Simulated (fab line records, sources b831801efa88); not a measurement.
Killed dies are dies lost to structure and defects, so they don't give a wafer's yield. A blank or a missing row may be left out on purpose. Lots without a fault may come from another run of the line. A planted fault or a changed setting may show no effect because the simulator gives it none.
Which tool did it? | flow gf180mcu | 12 lots, 36 wafers sampled, at 4 steps of a route of 602

WHAT THE GAUGES READ, wafer by wafer
GF_V2_RS_MEAS_24: measures by four-point-probe. Usual: V2_W_RS 0.325 ohm/sq, standard deviation 0.0031.
lot  | measured     | on            | V2_W_RS (ohm/sq)  | flag
L319 | day 20 18:09 | film_metro-03 | 0.321 0.318 0.323 |
L320 | day 21 03:54 | film_metro-03 | 0.325 0.323 0.327 |
L322 | day 22 07:28 | film_metro-03 | 0.321 0.325 0.321 |
L326 | day 23 20:57 | film_metro-03 | 0.329 0.325 0.327 |
L328 | day 24 18:12 | film_metro-04 | 0.326 0.303 0.324 |
L329 | day 25 01:02 | film_metro-02 | 0.325 0.325 0.306 |
L331 | day 25 12:52 | film_metro-02 | 0.330 0.327 0.329 |
L336 | day 26 16:48 | film_metro-04 | 0.326 0.328 0.328 |
L338 | day 27 07:05 | film_metro-03 | 0.330 0.329 0.328 |
L339 | day 27 14:06 | film_metro-04 | 0.328 0.326 0.327 |
L340 | day 27 23:40 | film_metro-02 | 0.329 0.325 0.323 |
L341 | day 28 02:43 | film_metro-04 | 0.329 0.323 0.326 |

GF_V2_THK_MEAS_25: measures by xrf. Usual: V2_W_THK 346 nm, standard deviation 4.9.
lot  | measured     | on            | V2_W_THK (nm) | flag
L319 | day 20 18:16 | film_metro-03 | 351 353 349   |
L320 | day 21 04:00 | film_metro-03 | 346 351 344   |
L322 | day 22 07:35 | film_metro-03 | 348 344 349   |
L326 | day 23 21:04 | film_metro-03 | 342 345 343   |
L328 | day 24 18:17 | film_metro-04 | 350 378 352   |
L329 | day 25 01:07 | film_metro-02 | 344 341 364   |
L331 | day 25 12:58 | film_metro-02 | 337 340 339   |
L336 | day 26 16:53 | film_metro-04 | 346 347 348   |
L338 | day 27 07:13 | film_metro-03 | 334 339 337   |
L339 | day 27 14:13 | film_metro-04 | 345 346 344   |
L340 | day 27 23:46 | film_metro-02 | 336 343 344   |
L341 | day 28 02:49 | film_metro-04 | 346 352 349   |

WHICH TOOL RAN EACH LOT (tool, then ch and the chambers of the sampled wafers, then the start)
lot  | GF_M2_SPUTTER_04             | GF_V2_CVD_23
L319 | pvd_sputter-02, day 18 14:04 | cvd_w-02 ch 0,1, day 20 18:01
L320 | pvd_sputter-04, day 19 01:01 | cvd_w-02 ch 0,1, day 21 03:47
L322 | pvd_sputter-02, day 20 04:29 | cvd_w-01 ch 0,1, day 22 07:20
L326 | pvd_sputter-02, day 21 20:56 | cvd_w-01 ch 0,1, day 23 20:50
L328 | pvd_sputter-04, day 22 18:09 | cvd_w-02 ch 0,1, day 24 18:04
L329 | pvd_sputter-02, day 23 01:20 | cvd_w-02 ch 0,1, day 25 00:54
L331 | pvd_sputter-02, day 23 14:11 | cvd_w-01 ch 0,1, day 25 12:43
L336 | pvd_sputter-04, day 24 19:25 | cvd_w-01 ch 0,1, day 26 16:40
L338 | pvd_sputter-03, day 25 11:54 | cvd_w-01 ch 0,1, day 27 06:59
L339 | pvd_sputter-02, day 25 19:33 | cvd_w-01 ch 0,1, day 27 13:58
L340 | pvd_sputter-03, day 26 05:37 | cvd_w-02 ch 0,1, day 27 23:34
L341 | pvd_sputter-04, day 26 07:36 | cvd_w-02 ch 0,1, day 28 02:37
- GF_M2_SPUTTER_04: material TiN, target thk 50 nm, time 41.7 s.
- GF_V2_CVD_23: deposits W, target thk 350 nm, time 104.94 s.

WHAT THE TOOLS THEMSELVES READ (means of the sampled wafers that have a number; where no wafer has one, the mark that the record gives instead)
GF_M2_SPUTTER_04. Usual: throttle_valve_pct 29.6 %, standard deviation 0.52.
lot  | tool           | throttle_valve_pct (%) | flag
L319 | pvd_sputter-02 | 29.8                   |
L320 | pvd_sputter-04 | 29.6                   |
L322 | pvd_sputter-02 | 29.6                   |
L326 | pvd_sputter-02 | 29.8                   |
L328 | pvd_sputter-04 | 29.4                   |
L329 | pvd_sputter-02 | 29.6                   |
L331 | pvd_sputter-02 | 29.7                   |
L336 | pvd_sputter-04 | 29.3                   |
L338 | pvd_sputter-03 | 30.5                   |
L339 | pvd_sputter-02 | 29.6                   |
L340 | pvd_sputter-03 | 30.1                   |
L341 | pvd_sputter-04 | 29.3                   |

GF_V2_CVD_23. Usual: chamber_pressure_Torr 40.02 Torr, standard deviation 0.089; heater_power_w 843 W, standard deviation 62; susceptor_temp_C 400.00 C, standard deviation 0.23.
lot  | tool     | chamber_pressure_Torr (Torr) | heater_power_w (W) | susceptor_temp_C (C) | flag
L319 | cvd_w-02 | 40.00                        | 824                | 399.98               |
L320 | cvd_w-02 | 40.02                        | 853                | 400.14               |
L322 | cvd_w-01 | 40.05                        | 802                | 400.03               |
L326 | cvd_w-01 | 39.98                        | 852                | 400.19               |
L328 | cvd_w-02 | 41.94                        | 850                | 399.95               | OFF
L329 | cvd_w-02 | 41.70                        | 842                | 400.08               | OFF
L331 | cvd_w-01 | 39.99                        | 867                | 399.93               |
L336 | cvd_w-01 | 40.02                        | 815                | 400.06               |
L338 | cvd_w-01 | 39.93                        | 868                | 400.00               |
L339 | cvd_w-01 | 40.07                        | 813                | 399.89               |
L340 | cvd_w-02 | 40.11                        | 851                | 400.13               |
L341 | cvd_w-02 | 40.02                        | 853                | 400.15               |

THE ANSWER, worked out from the rows above alone
Rule: a lot is off if the mean of its wafers that have a number lies more than 3 standard deviations from the usual mean. A lot without any number at a reading at which 4 lots or more have one is off too. The other lots that the step has rows for count as sound. The gauges are gone through in route order, then the tools' own readings, and for those a lot's mean is taken as printed above. The first step at which some lot is off is used, and at that step the reading that is off furthest; a lot without a number counts as furthest.
Off: L328, L329, at GF_V2_CVD_23 (chamber_pressure_Torr).
A tool fits if, at that step or a process step before it, it ran every lot that is off, and no sound lot after the first of them. None of those tried fits.

WHAT THE SIMULATOR HAD PUT IN
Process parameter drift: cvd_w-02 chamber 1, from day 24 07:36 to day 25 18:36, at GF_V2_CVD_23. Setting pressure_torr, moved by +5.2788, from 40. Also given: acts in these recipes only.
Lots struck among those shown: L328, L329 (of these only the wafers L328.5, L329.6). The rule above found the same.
